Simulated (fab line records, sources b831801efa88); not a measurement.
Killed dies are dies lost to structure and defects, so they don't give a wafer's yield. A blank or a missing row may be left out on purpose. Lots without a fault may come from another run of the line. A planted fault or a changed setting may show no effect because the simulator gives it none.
A struck lot beside a sound one | flow sky130 | 17 steps out of a route of 708
Sound: wafers L773.1, L773.5, L773.6. Struck: wafers L781.3, L781.4, L781.5. The cause comes at the end.
At each step with rows: each side's tool, then ch and its chambers, then its first start. Under that, the readings that differ: sound wafers | struck wafers | difference of the means | sigmas: that difference in standard deviations of wafers without a fault.
alike: readings whose means differ by less than 2 such deviations, and words and numbers that are the same on both sides. not compared: withheld readings, readings that some wafer has no value for, bounds like >300 that may hide the same value, and numbers for which the record gives no deviation and whose values overlap.
The two part at a step that has a row with sigmas, a row that says differs or no value, or rows on one side only. Numbers that don't overlap but have no deviation are shown without sigmas and don't part them. A reading that every wafer of one side lacks parts them only if that side has two wafers or more.

first, 9 steps without rows for these wafers: SKY_CAP2M_CLEAN_17 (cleans in O3/DIW); SKY_METAL4_DEHYDRATE_05 (time 60 s); SKY_METAL4_HMDS_06 (prime time 60 s); SKY_METAL4_COAT_07 (resist thk 60 nm); SKY_METAL4_COAT_08 (resist thk 1140 nm); SKY_METAL4_SOFTBAKE_09 (time 90 s); SKY_METAL4_EXPOSE_10 (exposes mask MM4, target cd 300 nm); SKY_METAL4_PEB_11; SKY_METAL4_DEVELOP_12 (develop time 60 s).
SKY_METAL4_CD_MEAS_13: target cd 300 nm.
  sound on cd_sem-02, day 43 01:48; struck on cd_sem-01, day 45 03:20
  alike: cd_nm
SKY_METAL4_OVL_MEAS_14:
  sound on overlay-02, day 43 01:55; struck on overlay-01, day 45 03:26
  alike: METAL4_OVL
SKY_METAL4_DESCUM_15: chemistry O2, time 8 s.
  sound on rie_metal-01 ch 0, day 43 01:57; struck on rie_metal-01 ch 0,1, day 45 03:28
  alike: drypump_motor_current_A, oes_product_au
  not compared: rf_hours_counter_h
SKY_METAL4_ETCH_16: etches BARC in N2/H2, stops on SiO2, time 88.2 s, target depth 60 nm.
  sound on rie_metal-01 ch 0, day 43 02:01; struck on rie_metal-01 ch 0,1, day 45 03:31
  reading                                       | sound             | struck            | difference | sigmas
  oes_product_au (a.u.)                         | 0.625 0.619 0.627 | 0.571 0.578 0.571 | -0.050     | -11
  run_length_s (s)                              | 116.4 116.2 116.6 | 138.2 138.8 139.0 | +22.3      | +53
  model.KrF-thick_of_METAL4_COAT_08.thk_nm (nm) | 1076 1077 1076    | 1066 1067 1068    | -9         |
  model.METAL4.cd_nm (nm)                       | 300.2 301.3 299.7 | 298 298.1 298.3   | -2         |
  model.SiO2_of_CAP2M_CVD_00.thk_nm (nm)        | 15.36 15.6 15.79  | 14.22 14.53 14.44 | -1.19      |
  alike: bias_w, drypump_motor_current_A, throttle_valve_pct
  not compared: rf_hours_counter_h
SKY_METAL4_ETCH_17: etches SiO2 in C4F8/O2/Ar, stops on TiN, time 3.9 s, target depth 15 nm.
  sound on rie_diel-01 ch 2,3, day 43 02:13; struck on rie_diel-03 ch 0,2, day 45 03:35
  reading                  | sound             | struck            | difference | sigmas
  oes_product_au (a.u.)    | 0.753 0.759 0.762 | 0.719 0.726 0.733 | -0.032     | -5
  model.METAL4.cd_nm (nm)  | 300.2 301.3 299.7 | 297.9 298 298.2   | -2.4       |
  model.etch.depth_nm (nm) | 15.36 15.6 15.79  | 14.22 14.53 14.44 | -1.19      |
  alike: bias_w
  not compared: rf_hours_counter_h
SKY_METAL4_METAL_ETCH_18: etches the open film in Cl2/BCl3, stops on SiO2, target depth 845 nm, time 183.1 s.
  sound on rie_metal-04 ch 0,1, day 43 02:14; struck on rie_metal-02 ch 0,1, day 45 03:40
  reading                                       | sound           | struck            | difference | sigmas
  drypump_motor_current_A (A)                   | 6.3 6.5 6.3     | 5.7 5.0 5.0       | -1.1       | -2
  model.KrF-thick_of_METAL4_COAT_08.thk_nm (nm) | 521.2 520.7 526 | 519.5 519.7 515.1 | -4.5       |
  alike: bcl3_flow_sccm, bias_w, oes_product_au, run_length_s, throttle_valve_pct
  not compared: rf_hours_counter_h
SKY_METAL4_STRIP_19: strips in O2/N2.
  sound on plasma_asher-01 ch 0,1, day 43 02:25; struck on plasma_asher-03 ch 0,1, day 45 03:50
  alike: drypump_motor_current_A, oes_product_au, strip_time_to_endpoint_s
  not compared: rf_hours_counter_h
-- the record jumps here: 4 days lie between the struck wafers' starts before and after (it left off in module METAL4 and takes up again in module PAD_OPEN, whose first step shown is number 708 of the route) --
SKY_PAD_OPEN_PROBE_99:
  sound on prober-01, day 47 04:17; struck on prober-01, day 48 18:01
  alike: killed_at_M0_to_M3, killed_at_M4_up, killed_at_contacts, killed_at_front_end, killed_at_other, killed_dies, killed_open, killed_short

WHERE THEY PART
First at SKY_METAL4_ETCH_16; last, within this record, at SKY_METAL4_METAL_ETCH_18. Later steps at which nothing parts them and some readings are alike: SKY_METAL4_STRIP_19, SKY_PAD_OPEN_PROBE_99.

WHY: what the simulator had put in
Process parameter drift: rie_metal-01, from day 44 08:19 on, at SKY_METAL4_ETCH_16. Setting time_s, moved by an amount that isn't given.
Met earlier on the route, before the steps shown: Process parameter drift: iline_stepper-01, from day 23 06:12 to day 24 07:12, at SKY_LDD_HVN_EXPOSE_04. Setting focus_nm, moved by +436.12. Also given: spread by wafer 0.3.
